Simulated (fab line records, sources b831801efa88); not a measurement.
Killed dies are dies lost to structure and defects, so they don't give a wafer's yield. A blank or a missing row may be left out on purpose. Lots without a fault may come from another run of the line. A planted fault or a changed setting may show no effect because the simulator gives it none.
fab line records | flow sky130
record lots=5 wafers=15 last_day=50
route steps=708 shown SD_N@349 SD_P@359 RES_XHIGH@360 SALICIDE@361 LI_CONTACT@362
lots that met no fault: from a run of the same line without faults
start_h: hours from the record's first day to the start of the lot's first wafer shown | wait_h: hours since the lot's step before | " the same as in the row above | L1.1+2: a row that stands for several wafers | - no value, or no start given | * or withheld: withheld | < > ~ a bound
route shown NAME@n: a module of which the file shows steps, and the number in the route of the first | usual: mean/standard deviation of fault-free wafers | same: alike in all rows | chamber/n: place in a boat | sites: the reading at each site | _std_site: their standard deviation | _edge_site: outer sites' mean less inner sites' | radius_mm: how far each site lies from the wafer's centre | mask NAME#n: copy n | behind: the tool/chamber that last shaped the wafer | hold: why the lot was held/for how many hours/how that ended | device: the transistor (n, p or np) that didn't switch | end of line: the same wafers' tests at the end of the route | a step without rows: its recipe alone | killed: dies lost to structure and defects at the first sort, not the wafer's yield | map: a wafer's dies, x killed, . not, _ none there
set.NAME: the setting as run; set.NAME@STEP: as run at that earlier step | model.NAME: the simulator's own value behind a step, which no gauge read
lots at some steps of the route; a table a step, a row a wafer
services: from which hour (start_h, from the record's first day; less than 0 if before it) a tool's chamber was out of use, for how many hours, and why
## steps
# step SKY_SD_N_CD_MEAS_07
# recipe target_cd_nm=380
# usual cd_nm=379.8/2.2
# columns lot.wafer tool chamber start_h wait_h cd_nm
L077.1 cd_sem-02 - 671.34 0.1 381.8
L077.3 " - " " 378.8
L077.5 " - " " 382.2
L078.2 cd_sem-02 - 683.96 0.1 381.0
L078.3 " - " " 379.8
L078.4 " - " " 382.9
L079.2 cd_sem-02 - 687.49 0.1 381.8
L079.5 " - " " 382.1
L079.6 " - " " 381.9
L090.2 cd_sem-02 - 776.90 0.1 385.1
L090.3 " - " " 381.4
L090.4 " - " " 382.5
L097.2 cd_sem-01 - 823.06 0.1 376.7
L097.3 " - " " 379.9
L097.6 " - " " 380.3
# step SKY_SD_N_OVL_MEAS_08
# usual SD_N_OVL=-0.1/1.5
# columns lot.wafer tool chamber start_h wait_h SD_N_OVL[nm]
L077.1 overlay-02 - 671.46 0.1 0.2
L077.3 " - " " 1.9
L077.5 " - " " 0.5
L078.2 overlay-01 - 684.07 0.1 0.8
L078.3 " - " " 1.2
L078.4 " - " " 1.0
L079.2 overlay-01 - 687.60 0.1 -0.4
L079.5 " - " " 0.0
L079.6 " - " " 0.9
L090.2 overlay-02 - 777.01 0.1 0.3
L090.3 " - " " -1.1
L090.4 " - " " 0.0
L097.2 overlay-01 - 823.17 0.1 0.2
L097.3 " - " " 0.7
L097.6 " - " " 0.3
# step SKY_SD_N_IMPLANT_09
# recipe species=As energy_kev=50 dose_cm2=4e+15 tilt_deg=0
# usual beam_on_s=17.9/1.4 tilt_deg=0.004/0.019
# columns lot.wafer tool chamber start_h wait_h beam_on_s tilt_deg
L077.1 implanter-03 0 671.50 0.0 17.5 0.002
L077.3 " 0 " " 17.2 0.005
L077.5 " 0 " " 17.7 0.002
L078.2 implanter-03 0 684.12 0.0 17.3 0.001
L078.3 " 0 " " 17.2 0.034
L078.4 " 0 " " 17.4 -0.008
L079.2 implanter-03 0 687.65 0.0 17.2 0.024
L079.5 " 0 " " 17.7 0.010
L079.6 " 0 " " 17.3 0.002
L090.2 implanter-01 0 777.06 0.0 15.7 -0.013
L090.3 " 0 " " 15.8 0.030
L090.4 " 0 " " 16.1 0.006
L097.2 implanter-03 0 823.22 0.0 17.6 -0.008
L097.3 " 0 " " 17.6 0.014
L097.6 " 0 " " 17.6 -0.035
# step SKY_SD_N_IMPLANT_10
# recipe species=P energy_kev=20 dose_cm2=1e+14 tilt_deg=0
# usual beam_on_s=10.7/0.69 tilt_deg=0.002/0.023
# columns lot.wafer tool chamber start_h wait_h beam_on_s tilt_deg
L077.1 implanter-03 0 671.65 0.1 10.3 -0.017
L077.3 " 0 " " 10.4 -0.028
L077.5 " 0 " " 10.3 0.030
L078.2 implanter-03 0 684.27 0.1 10.0 0.011
L078.3 " 0 " " 10.2 -0.023
L078.4 " 0 " " 10.5 -0.011
L079.2 implanter-03 0 687.80 0.1 10.4 -0.027
L079.5 " 0 " " 10.3 -0.036
L079.6 " 0 " " 10.2 0.023
L090.2 implanter-01 0 777.21 0.1 10.1 -0.013
L090.3 " 0 " " 10.1 -0.005
L090.4 " 0 " " 10.1 -0.030
L097.2 implanter-03 0 823.37 0.1 10.5 0.006
L097.3 " 0 " " 10.2 -0.020
L097.6 " 0 " " 10.3 0.006
# step SKY_SD_N_STRIP_11
# recipe chemistry=O2/N2 power_w=1400 pressure_mtorr=1500 platen_temp_c=withheld o2_flow_sccm=3000 n2_flow_sccm=300 overash_fraction=0.5
# usual drypump_motor_current_A=6.07/0.25 oes_product_au=0.527/0.0045 strip_time_to_endpoint_s=22.57/0.038
# columns lot.wafer tool chamber start_h wait_h drypump_motor_current_A oes_product_au rf_hours_counter_h strip_time_to_endpoint_s
L077.1 plasma_asher-04 0 671.80 0.1 6.26 0.517 24 22.59
L077.3 " 0 " " 6.28 0.522 - 22.56
L077.5 " 1 " " 5.94 0.525 - 22.57
L078.2 plasma_asher-03 0 684.40 0.1 6.43 0.527 86 22.57
L078.3 " 1 " " 6.04 0.528 - 22.56
L078.4 " 0 " " 6.44 0.533 - 22.56
L079.2 plasma_asher-03 0 687.93 0.1 6.44 0.523 86 22.53
L079.5 " 1 " " 6.03 0.527 - 22.57
L079.6 " 0 " " 6.45 0.532 - 22.54
L090.2 plasma_asher-04 1 777.34 0.1 5.95 0.530 35 22.56
L090.3 " 1 " " 5.95 0.533 - 22.52
L090.4 " 0 " " 6.24 0.526 - 22.48
L097.2 plasma_asher-04 1 823.50 0.1 5.98 0.522 39 22.52
L097.3 " 1 " " 5.97 0.525 - 22.52
L097.6 " 1 " " 5.96 0.528 - 22.55
# step SKY_SD_N_TW_MEAS_12
# usual SD_N_TW=4030/39
# columns lot.wafer tool chamber start_h wait_h SD_N_TW
L077.1 film_metro-02 - 671.90 0.1 4088
L077.3 " - " " 4069
L077.5 " - " " 4076
L078.2 film_metro-02 - 684.51 0.1 4081
L078.3 " - " " 4062
L078.4 " - " " 4070
L079.2 film_metro-01 - 688.04 0.1 4076
L079.5 " - " " 4033
L079.6 " - " " 4072
L090.2 film_metro-01 - 777.45 0.1 4048
L090.3 " - " " 4018
L090.4 " - " " 4043
L097.2 film_metro-03 - 823.61 0.1 3980
L097.3 " - " " 3968
L097.6 " - " " 3984
# step SKY_SD_N_CLEAN_13
# recipe chemistry=SC1/SC2 mix=1:4:20 temp_c=70 time_s=150 dry=n2_spin
# columns lot.wafer tool chamber start_h wait_h
L077.1+3+5 wet_bench-04 1 671.96 0.1
L078.2+3+4 wet_bench-01 2 684.56 0.0
L079.2+5+6 wet_bench-03 3 688.09 0.0
L090.2+3+4 wet_bench-01 0 777.50 0.0
L097.2+3+6 wet_bench-01 0 823.66 0.0
# step SKY_SD_N_RTA_14
# recipe temp_c=1075 time_s=2 idle_temp_c=650 ramp_up_c_per_s=150 ramp_down_c_per_s=90 ambient=N2
# usual lamp_power_pct=15.73/0.052 wafer_temp_C_max=1078.0/1.4
# columns lot.wafer tool chamber start_h wait_h lamp_power_pct wafer_temp_C_max
L077.1 rtp_anneal-01 0 672.01 0.0 15.64 1077.8
L077.3 " 0 " " 15.70 1080.9
L077.5 " 0 " " 15.77 1076.2
L078.2 rtp_anneal-02 0 684.61 0.0 15.69 1079.8
L078.3 " 0 " " 15.72 1077.8
L078.4 " 0 " " 15.68 1079.5
L079.2 rtp_anneal-01 0 688.15 0.0 15.62 1078.3
L079.5 " 0 " " 15.79 1076.3
L079.6 " 0 " " 15.65 1078.8
L090.2 rtp_anneal-02 0 777.56 0.0 15.73 1077.6
L090.3 " 0 " " 15.72 1078.1
L090.4 " 0 " " 15.75 1077.5
L097.2 rtp_anneal-02 0 823.72 0.0 15.72 1076.6
L097.3 " 0 " " 15.64 1078.0
L097.6 " 0 " " 15.77 1077.0
# step SKY_SD_N_RS_MEAS_16
# recipe thk_meas_gauge=four-point-probe
# usual SD_N_RS=68.58/0.14
# columns lot.wafer tool chamber start_h wait_h SD_N_RS[ohm/sq]
L077.1 film_metro-03 - 672.18 0.1 68.53
L077.3 " - " " 68.51
L077.5 " - " " 68.42
L078.2 film_metro-01 - 684.80 0.1 68.29
L078.3 " - " " 68.48
L078.4 " - " " 68.61
L079.2 film_metro-02 - 688.33 0.1 68.55
L079.5 " - " " 68.60
L079.6 " - " " 68.75
L090.2 film_metro-02 - 777.79 0.1 68.80
L090.3 " - " " 68.68
L090.4 " - " " 68.82
L097.2 film_metro-03 - 823.90 0.1 68.48
L097.3 " - " " 68.62
L097.6 " - " " 68.74
# step SKY_SD_N_RS_MEAS_17
# recipe thk_meas_gauge=four-point-probe
# usual SD_P_RS=147.2/0.42
# columns lot.wafer tool chamber start_h wait_h SD_P_RS[ohm/sq]
L077.1 film_metro-03 - 672.30 0.1 146.7
L077.3 " - " " 146.6
L077.5 " - " " 147.0
L078.2 film_metro-01 - 684.92 0.1 146.9
L078.3 " - " " 147.0
L078.4 " - " " 147.7
L079.2 film_metro-02 - 688.45 0.1 146.9
L079.5 " - " " 147.3
L079.6 " - " " 146.9
L090.2 film_metro-02 - 777.91 0.1 148.0
L090.3 " - " " 147.5
L090.4 " - " " 147.1
L097.2 film_metro-03 - 824.02 0.1 147.0
L097.3 " - " " 147.2
L097.6 " - " " 147.2
# step SKY_SD_N_RS_MEAS_18
# recipe thk_meas_gauge=four-point-probe
# usual RES_XHIGH_RS=329.4/1.3
# columns lot.wafer tool chamber start_h wait_h RES_XHIGH_RS[ohm/sq]
L077.1 film_metro-03 - 672.42 0.1 329.2
L077.3 " - " " 328.6
L077.5 " - " " 328.5
L078.2 film_metro-01 - 685.04 0.1 332.7
L078.3 " - " " 332.5
L078.4 " - " " 332.3
L079.2 film_metro-02 - 688.57 0.1 329.5
L079.5 " - " " 329.6
L079.6 " - " " 328.7
L090.2 film_metro-02 - 778.03 0.1 327.1
L090.3 " - " " 328.8
L090.4 " - " " 328.3
L097.2 film_metro-03 - 824.14 0.1 330.4
L097.3 " - " " 329.8
L097.6 " - " " 330.9
# step SKY_SALICIDE_CLEAN_00
# recipe chemistry=HF-last time_s=30 dilution=100:1 dry=ipa_marangoni
# columns lot.wafer tool chamber start_h wait_h
L077.1+3+5 wet_bench-03 0 672.54 0.1
L078.2+3+4 wet_bench-04 1 685.14 0.1
L079.2+5+6 wet_bench-04 2 688.67 0.1
L090.2+3+4 wet_bench-03 1 778.13 0.1
L097.2+3+6 wet_bench-03 3 824.24 0.1
# step SKY_LI_CONTACT_HDPCVD_00
# recipe material=PSG target_thk_nm=930 sigma_open_frac=0.3 time_s=161.8 temp_c=600 sih4_flow_sccm=60 pressure_mtorr=6
# columns lot.wafer tool chamber start_h wait_h
L077.1+3+5 hdpcvd-01 2,1,0 672.56 0.0
L078.2+3+4 hdpcvd-01 2,0,1 685.16 0.0
L079.2+5+6 hdpcvd-02 1,2,1 688.69 0.0
L090.2+3+4 hdpcvd-02 1,0,0 778.15 0.0
L097.2+3+6 hdpcvd-02 2,0,0 824.28 0.0
# step SKY_LI_CONTACT_THK_MEAS_01
# recipe reads=PSG_of_LI_CONTACT_HDPCVD_00
# usual LI_CONTACT_HDPCVD_THK=975/7.8
# columns lot.wafer tool chamber start_h wait_h LI_CONTACT_HDPCVD_THK[nm]
L077.1 film_metro-03 - 672.66 0.1 980
L077.3 " - " " 966
L077.5 " - " " 964
L078.2 film_metro-02 - 685.27 0.1 970
L078.3 " - " " 947
L078.4 " - " " 978
L079.2 film_metro-02 - 688.80 0.1 990
L079.5 " - " " 974
L079.6 " - " " 989
L090.2 film_metro-03 - 778.26 0.1 972
L090.3 " - " " 965
L090.4 " - " " 973
L097.2 film_metro-01 - 824.39 0.1 980
L097.3 " - " " 967
L097.6 " - " " 982
# step SKY_LI_CONTACT_CMP_02
# recipe material=PSG down_force_psi=4 platen_rpm=60 pad_velocity_m_s=0.94248
# usual motor_current_A=12.3/0.88 time_to_endpoint_s=37.5/2.2
# columns lot.wafer tool chamber start_h wait_h motor_current_A time_to_endpoint_s
L077.3 cmp-01 1 672.72 0.0 11.8 42.0
L077.1 " 0 " " 14.1 41.5
L077.5 " 1 " " 12.3 43.2
L078.3 cmp-01 0 685.37 0.1 14.0 32.6
L078.2 " 1 " " 12.9 39.2
L078.4 " 2 " " 11.8 35.2
L079.2 cmp-01 3 688.95 0.1 12.9 38.2
L079.6 " 1 " " 12.0 41.0
L079.5 " 2 " " 11.3 35.6
L090.4 cmp-01 2 778.31 0.0 11.5 36.5
L090.2 " 3 " " 12.2 34.5
L090.3 " 0 " " 13.6 36.4
L097.3 cmp-01 2 824.49 0.1 11.6 33.0
L097.2 " 0 " " 13.9 39.1
L097.6 " 2 " " 11.6 38.4
# step SKY_LI_CONTACT_BOW_MEAS_03
# recipe mode=bow
# usual LI_CONTACT_BOW=55/6.6
# columns lot.wafer tool chamber start_h wait_h LI_CONTACT_BOW[um]
L077.1 film_metro-02 - 673.02 0.1 53
L077.3 " - " " 57
L077.5 " - " " 51
L078.2 film_metro-02 - 685.64 0.2 63
L078.3 " - " " 58
L078.4 " - " " 49
L079.2 film_metro-02 - 689.17 0.2 46
L079.5 " - " " 48
L079.6 " - " " 61
L090.2 film_metro-01 - 778.63 0.2 45
L090.3 " - " " 59
L090.4 " - " " 51
L097.2 film_metro-02 - 824.76 0.1 65
L097.3 " - " " 57
L097.6 " - " " 41
# step SKY_LI_CONTACT_DEHYDRATE_04
# recipe temp_c=200 time_s=60
# usual resist_line_temp_C=23.04/0.13
# columns lot.wafer tool chamber start_h wait_h resist_line_temp_C
L077.1 litho_track-01 0 686.43 13.4 23.17
L077.3 " 0 " " 22.96
L077.5 " 0 " " 23.04
L078.2 litho_track-03 0 699.16 13.5 23.09
L078.3 " 0 " " 23.01
L078.4 " 0 " " 23.16
L079.2 litho_track-03 0 702.71 13.5 23.08
L079.5 " 0 " " 23.17
L079.6 " 0 " " 23.11
L090.2 litho_track-01 0 792.01 13.4 23.00
L090.3 " 0 " " 22.95
L090.4 " 0 " " 23.11
L097.2 litho_track-04 0 836.65 11.9 23.00
L097.3 " 0 " " 22.92
L097.6 " 0 " " 23.03
# step SKY_LI_CONTACT_HMDS_05
# recipe prime_time_s=60 prime_temp_c=120
# usual resist_line_temp_C=23.00/0.11
# columns lot.wafer tool chamber start_h wait_h resist_line_temp_C
L077.1 litho_track-01 0 686.58 0.1 23.00
L077.3 " 0 " " 22.95
L077.5 " 0 " " 22.91
L078.2 litho_track-03 0 699.31 0.1 23.05
L078.3 " 0 " " 23.18
L078.4 " 0 " " 23.08
L079.2 litho_track-03 0 702.86 0.1 22.95
L079.5 " 0 " " 22.98
L079.6 " 0 " " 23.03
L090.2 litho_track-01 0 792.16 0.1 23.10
L090.3 " 0 " " 23.27
L090.4 " 0 " " 23.18
L097.2 litho_track-04 0 836.80 0.1 23.05
L097.3 " 0 " " 22.95
L097.6 " 0 " " 22.82
# step SKY_LI_CONTACT_COAT_06
# recipe resist=BARC temp_c=withheld time_s=withheld spin_rpm=3000 resist_thk_nm=60
# usual resist_line_temp_C=*
# columns lot.wafer tool chamber start_h wait_h resist_line_temp_C
L077.1 litho_track-01 0 686.73 0.1 *
L077.3 " 0 " " *
L077.5 " 0 " " *
L078.2 litho_track-03 0 699.46 0.1 *
L078.3 " 0 " " *
L078.4 " 0 " " *
L079.2 litho_track-03 0 703.01 0.1 *
L079.5 " 0 " " *
L079.6 " 0 " " *
L090.2 litho_track-01 0 792.31 0.1 *
L090.3 " 0 " " *
L090.4 " 0 " " *
L097.2 litho_track-04 0 836.95 0.1 *
L097.3 " 0 " " *
L097.6 " 0 " " *
# step SKY_LI_CONTACT_COAT_07
# recipe resist=KrF-thick spin_rpm=3000 resist_thk_nm=450
# usual resist_line_temp_C=22.99/0.093
# columns lot.wafer tool chamber start_h wait_h resist_line_temp_C
L077.1 litho_track-01 0 - - 22.95
L077.3 " 0 " " 23.02
L077.5 " 0 " " 22.98
L078.2 litho_track-03 0 - - 23.01
L078.3 " 0 " " 23.05
L078.4 " 0 " " 23.02
L079.2 litho_track-03 0 - - 23.07
L079.5 " 0 " " 22.98
L079.6 " 0 " " 22.92
L090.2 litho_track-01 0 - - 23.04
L090.3 " 0 " " 23.12
L090.4 " 0 " " 22.98
L097.2 litho_track-04 0 - - 22.76
L097.3 " 0 " " 22.92
L097.6 " 0 " " 22.86
# step SKY_LI_CONTACT_SOFTBAKE_08
# recipe temp_c=100 time_s=90 resist=KrF-thick
# usual resist_line_temp_C=22.99/0.11
# columns lot.wafer tool chamber start_h wait_h resist_line_temp_C
L077.1 litho_track-01 0 - - 23.00
L077.3 " 0 " " 23.26
L077.5 " 0 " " 22.92
L078.2 litho_track-03 0 - - 22.97
L078.3 " 0 " " 23.04
L078.4 " 0 " " 22.98
L079.2 litho_track-03 0 - - 23.15
L079.5 " 0 " " 23.03
L079.6 " 0 " " 22.92
L090.2 litho_track-01 0 - - 22.98
L090.3 " 0 " " 22.91
L090.4 " 0 " " 22.86
L097.2 litho_track-04 0 - - 23.05
L097.3 " 0 " " 22.95
L097.6 " 0 " " 22.97
# step SKY_LI_CONTACT_EXPOSE_09
# recipe mask_id=LICM1 na=0.8 source_shape=annular sigma_inner=0.55 sigma_outer=0.85 target_cd_nm=170 dose_mj=37.53
# same sigma_outer=0.85
# columns lot.wafer tool chamber start_h wait_h mask
L077.1+3+5 krf_scanner-01 0 - - LICM1#0
L078.2+3+4 krf_scanner-01 0 - - LICM1#0
L079.2+5+6 krf_scanner-01 0 - - LICM1#0
L090.2+3+4 krf_scanner-01 0 - - LICM1#0
L097.2+3+6 krf_scanner-01 0 - - LICM1#0
# step SKY_LI_CONTACT_PEB_10
# recipe peb_temp_c=withheld peb_time_s=withheld resist=KrF-thick
# usual resist_line_temp_C=*
# columns lot.wafer tool chamber start_h wait_h resist_line_temp_C
L077.1 litho_track-04 0 - - *
L077.3 " 0 " " *
L077.5 " 0 " " *
L078.2 litho_track-03 0 - - *
L078.3 " 0 " " *
L078.4 " 0 " " *
L079.2 litho_track-04 0 - - *
L079.5 " 0 " " *
L079.6 " 0 " " *
L090.2 litho_track-04 0 - - *
L090.3 " 0 " " *
L090.4 " 0 " " *
L097.2 litho_track-04 0 - - *
L097.3 " 0 " " *
L097.6 " 0 " " *
# step SKY_LI_CONTACT_DEVELOP_11
# recipe develop_time_s=60 resist=KrF-thick dev_temp_c=21
# usual resist_line_temp_C=22.99/0.092
# columns lot.wafer tool chamber start_h wait_h resist_line_temp_C
L077.1 litho_track-04 0 - - 23.10
L077.3 " 0 " " 23.04
L077.5 " 0 " " 22.94
L078.2 litho_track-03 0 - - 23.00
L078.3 " 0 " " 22.97
L078.4 " 0 " " 22.98
L079.2 litho_track-04 0 - - 23.13
L079.5 " 0 " " 22.86
L079.6 " 0 " " 23.18
L090.2 litho_track-04 0 - - 22.87
L090.3 " 0 " " 22.96
L090.4 " 0 " " 22.92
L097.2 litho_track-04 0 - - 23.13
L097.3 " 0 " " 23.01
L097.6 " 0 " " 22.91
# step SKY_LI_CONTACT_CD_MEAS_12
# recipe target_cd_nm=170
# usual cd_nm=170.1/1.7
# columns lot.wafer tool chamber start_h wait_h cd_nm
L077.1 cd_sem-01 - 701.12 - 168.4
L077.3 " - " " 169.2
L077.5 " - " " 168.9
L078.2 cd_sem-01 - 713.00 - 173.4
L078.3 " - " " 172.6
L078.4 " - " " 173.5
L079.2 cd_sem-02 - 716.79 - 170.5
L079.5 " - " " 171.8
L079.6 " - " " 172.1
L090.2 cd_sem-02 - 804.74 - 168.1
L090.3 " - " " 168.9
L090.4 " - " " 167.9
L097.2 cd_sem-01 - 851.04 - 169.3
L097.3 " - " " 169.5
L097.6 " - " " 168.6
# step SKY_LI_CONTACT_OVL_MEAS_13
# usual LI_CONTACT_OVL=2/5.9
# columns lot.wafer tool chamber start_h wait_h LI_CONTACT_OVL[nm]
L077.1 overlay-02 - 701.24 0.1 0
L077.3 " - " " -7
L077.5 " - " " 0
L078.2 overlay-02 - 713.11 0.1 -7
L078.3 " - " " 11
L078.4 " - " " -6
L079.2 overlay-02 - 716.90 0.1 7
L079.5 " - " " 3
L079.6 " - " " 14
L090.2 overlay-02 - 804.85 0.1 -2
L090.3 " - " " 3
L090.4 " - " " 3
L097.2 overlay-01 - 851.15 0.1 9
L097.3 " - " " -9
L097.6 " - " " 10
# step SKY_LI_CONTACT_ETCH_14
# recipe chemistry=N2/H2 target=BARC ion_energy_ev=200 source_w=500 bias_w=100 pressure_mtorr=30 n2_flow_sccm=100 h2_flow_sccm=200 stop_on=SiO2 time_s=45.9 target_depth_a=600
# usual drypump_motor_current_A=5.8/0.44 oes_product_au=0.856/0.0047 throttle_valve_pct=13.224/0.0084
# columns lot.wafer tool chamber start_h wait_h drypump_motor_current_A oes_product_au rf_hours_counter_h throttle_valve_pct
L077.1 rie_diel-03 2 701.28 0.0 6.3 0.851 17 13.225
L077.3 " 1 " " 6.2 0.850 11 13.236
L077.5 " 2 " " 6.3 0.859 - 13.229
L078.2 rie_diel-01 2 713.14 0.0 5.1 0.854 18 13.220
L078.3 " 1 " " 5.8 0.843 3 13.213
L078.4 " 1 " " 5.8 0.855 - 13.220
L079.2 rie_diel-01 1 716.93 0.0 5.8 0.858 3 13.210
L079.5 " 2 " " 5.1 0.856 - 13.237
L079.6 " 1 " " 5.8 0.856 - 13.218
L090.2 rie_diel-01 0 804.88 0.0 5.4 0.861 2 13.218
L090.3 " 2 " " 5.2 0.858 21 13.235
L090.4 " 1 " " 5.8 0.861 6 13.205
L097.2 rie_diel-02 1 851.18 0.0 5.9 0.852 11 13.221
L097.3 " 0 " " 6.4 0.854 2 13.218
L097.6 " 1 " " 5.9 0.850 - 13.219
# step SKY_LI_CONTACT_ETCH_15
# recipe target=PSG chemistry=C4F8/O2/Ar stop_on=Si taper_deg=4.15 mask_material=KrF-thick source_w=1500 bias_w=1200 pressure_mtorr=40 c4f8_flow_sccm=withheld O2_flow_sccm=6 Ar_flow_sccm=300 time_s=withheld target_depth_a=6000
# usual oes_product_au=0.837/0.0049
# columns lot.wafer tool chamber start_h wait_h oes_product_au
L077.1 rie_diel-03 2 701.32 0.0 0.834
L077.3 " 1 " " 0.842
L077.5 " 2 " " 0.833
L078.2 rie_diel-01 2 713.18 0.0 0.835
L078.3 " 1 " " 0.834
L078.4 " 1 " " 0.836
L079.2 rie_diel-01 1 716.97 0.0 0.840
L079.5 " 2 " " 0.835
L079.6 " 1 " " 0.835
L090.2 rie_diel-01 0 804.92 0.0 0.833
L090.3 " 2 " " 0.839
L090.4 " 1 " " 0.842
L097.2 rie_diel-02 1 851.22 0.0 0.836
L097.3 " 0 " " 0.841
L097.6 " 1 " " 0.837
# step SKY_LI_CONTACT_STRIP_16
# recipe chemistry=O2/N2 power_w=1400 pressure_mtorr=1500 platen_temp_c=withheld o2_flow_sccm=3000 n2_flow_sccm=300 overash_fraction=0.5
# usual drypump_motor_current_A=5.90/0.25 oes_product_au=0.376/0.0048 strip_time_to_endpoint_s=3.498/0.028
# columns lot.wafer tool chamber start_h wait_h drypump_motor_current_A oes_product_au rf_hours_counter_h strip_time_to_endpoint_s
L077.1 plasma_asher-04 1 701.40 - 5.97 0.374 27 3.525
L077.3 " 0 " " 6.26 0.376 - 3.476
L077.5 " 1 " " 5.95 0.368 - 3.531
L078.2 plasma_asher-02 1 713.27 - 5.71 0.376 58 3.508
L078.3 " 0 " " 5.61 0.377 - 3.510
L078.4 " 1 " " 5.71 0.379 - 3.539
L079.2 plasma_asher-04 0 717.05 - 6.26 0.373 28 3.531
L079.5 " 1 " " 5.98 0.376 - 3.490
L079.6 " 0 " " 6.24 0.370 - 3.555
L090.2 plasma_asher-02 0 805.00 - 5.60 0.372 67 3.508
L090.3 " 0 " " 5.59 0.372 - 3.463
L090.4 " 1 " " 5.74 0.382 - 3.530
L097.2 plasma_asher-01 0 851.30 - 5.62 0.387 11 3.496
L097.3 " 1 " " 6.03 0.372 - 3.456
L097.6 " 1 " " 6.05 0.369 - 3.507
# step SKY_LI_CONTACT_CLEAN_17
# recipe chemistry=NMP time_s=600 temp_c=60 dry=n2_spin
# columns lot.wafer tool chamber start_h wait_h
L077.1+3+5 wet_bench-03 2 701.50 0.1
L078.2+3+4 wet_bench-03 3 713.37 0.1
L079.2+5+6 wet_bench-03 3 717.15 0.1
L090.2+3+4 wet_bench-03 3 805.10 0.1
L097.2+3+6 wet_bench-01 2 851.40 0.1
# step SKY_LI_CONTACT_PRE_CLEAN_18
# recipe gas=Ar time_s=5.6 bias_v=358
# columns lot.wafer tool chamber start_h wait_h
L077.1+3+5 pvd_sputter-03 - 701.68 0.0
L078.2+3+4 pvd_sputter-03 - 713.54 0.0
L079.2+5+6 pvd_sputter-04 - 717.33 0.0
L090.2+3+4 pvd_sputter-03 - 805.28 0.0
L097.2+3+6 pvd_sputter-01 - 851.58 0.0
# step SKY_LI_CONTACT_SPUTTER_19
# recipe material=Ti target_thk_nm=20 chamber_pressure_pa=5 power_w=2500 substrate_temp_c=200 time_s=106.37
# usual throttle_valve_pct=29.8/0.86
# columns lot.wafer tool chamber start_h wait_h throttle_valve_pct
L077.1 pvd_sputter-03 - 701.70 0.0 30.8
L077.3 " - " " 29.5
L077.5 " - " " 30.7
L078.2 pvd_sputter-03 - 713.56 0.0 30.9
L078.3 " - " " 29.2
L078.4 " - " " 31.1
L079.2 pvd_sputter-04 - 717.35 0.0 30.5
L079.5 " - " " 31.0
L079.6 " - " " 30.3
L090.2 pvd_sputter-03 - 805.30 0.0 29.4
L090.3 " - " " 30.5
L090.4 " - " " 29.2
L097.2 pvd_sputter-01 - 851.60 0.0 29.6
L097.3 " - " " 30.7
L097.6 " - " " 30.4
# step SKY_LI_CONTACT_SPUTTER_20
# recipe material=TiN target_thk_nm=20 chamber_pressure_pa=5 power_w=4000 time_s=80
# usual throttle_valve_pct=29.8/0.85
# columns lot.wafer tool chamber start_h wait_h throttle_valve_pct
L077.1 pvd_sputter-03 - 701.77 0.0 30.9
L077.3 " - " " 29.4
L077.5 " - " " 31.1
L078.2 pvd_sputter-03 - 713.64 0.0 30.7
L078.3 " - " " 29.2
L078.4 " - " " 30.7
L079.2 pvd_sputter-04 - 717.42 0.0 30.5
L079.5 " - " " 30.7
L079.6 " - " " 30.6
L090.2 pvd_sputter-03 - 805.38 0.0 29.7
L090.3 " - " " 29.8
L090.4 " - " " 29.3
L097.2 pvd_sputter-01 - 851.67 0.0 29.4
L097.3 " - " " 30.8
L097.6 " - " " 30.3
# step SKY_LI_CONTACT_CVD_21
# recipe material=W target_thk_nm=400 time_s=120.56 temp_c=400 pressure_torr=40
# usual heater_power_w=884/87
# columns lot.wafer tool chamber start_h wait_h heater_power_w
L077.1 cvd_w-01 1 701.84 0.0 774
L077.3 " 0 " " 845
L077.5 " 1 " " 761
L078.2 cvd_w-01 0 713.70 0.0 817
L078.3 " 0 " " 849
L078.4 " 1 " " 760
L079.2 cvd_w-02 0 717.49 0.0 977
L079.5 " 1 " " 897
L079.6 " 0 " " 999
L090.2 cvd_w-02 1 805.44 0.0 920
L090.3 " 0 " " 996
L090.4 " 1 " " 911
L097.2 cvd_w-01 0 851.74 0.0 849
L097.3 " 1 " " 784
L097.6 " 0 " " 844
# step SKY_LI_CONTACT_RS_MEAS_22
# recipe thk_meas_gauge=four-point-probe reads=W_of_LI_CONTACT_CVD_21+TiN_of_LI_CONTACT_SPUTTER_20+Ti_of_LI_CONTACT_SPUTTER_19
# usual LI_CONTACT_W_RS=0.2873/0.0029
# columns lot.wafer tool chamber start_h wait_h LI_CONTACT_W_RS[ohm/sq]
L077.1 film_metro-02 - 701.96 0.1 0.2870
L077.3 " - " " 0.2826
L077.5 " - " " 0.2864
L078.2 film_metro-02 - 713.84 0.1 0.2850
L078.3 " - " " 0.2834
L078.4 " - " " 0.2840
L079.2 film_metro-02 - 717.63 0.1 0.2857
L079.5 " - " " 0.2890
L079.6 " - " " 0.2870
L090.2 film_metro-02 - 805.58 0.1 0.2864
L090.3 " - " " 0.2866
L090.4 " - " " 0.2865
L097.2 film_metro-01 - 851.88 0.1 0.2823
L097.3 " - " " 0.2874
L097.6 " - " " 0.2839
# step SKY_LI_CONTACT_THK_MEAS_23
# recipe thk_meas_gauge=xrf reads=W_of_LI_CONTACT_CVD_21
# usual LI_CONTACT_W_THK=392/4.7
# columns lot.wafer tool chamber start_h wait_h LI_CONTACT_W_THK[nm]
L077.1 film_metro-02 - 702.08 0.1 391
L077.3 " - " " 399
L077.5 " - " " 391
L078.2 film_metro-02 - 713.95 0.1 392
L078.3 " - " " 397
L078.4 " - " " 397
L079.2 film_metro-02 - 717.74 0.1 394
L079.5 " - " " 388
L079.6 " - " " 390
L090.2 film_metro-02 - 805.69 0.1 392
L090.3 " - " " 393
L090.4 " - " " 392
L097.2 film_metro-01 - 851.99 0.1 401
L097.3 " - " " 392
L097.6 " - " " 396
## services
# columns tool chamber start_h hours kind
implanter-03 - 649.15 2.9 repair
hdpcvd-01 - 650.75 15.0 pm
pvd_sputter-01 - 655.93 0.9 repair
rie_diel-02 1 658.65 12.2 repair
implanter-01 - 667.39 4.9 repair
implanter-01 - 668.46 0.7 repair
cvd_w-02 1 675.98 7.5 repair
krf_scanner-01 - 684.76 2.4 repair
cvd_w-01 1 688.52 1.8 repair
cvd_w-01 - 688.86 2.7 repair
krf_scanner-01 - 689.53 4.4 pm
rtp_anneal-02 - 690.88 4.1 pm
implanter-03 - 693.03 2.6 pm
pvd_sputter-03 - 708.86 1.9 repair
cmp-01 - 711.77 2.0 repair
pvd_sputter-03 - 720.91 2.2 repair
krf_scanner-01 - 721.74 1.3 pm
cmp-01 - 761.35 9.3 pm
krf_scanner-01 - 768.55 1.0 pm
krf_scanner-01 - 798.58 0.8 pm
cmp-01 - 807.41 2.2 repair
krf_scanner-01 - 807.83 4.0 pm
cmp-01 - 818.83 0.3 repair
hdpcvd-02 0 830.71 17.2 repair
## key
fault none
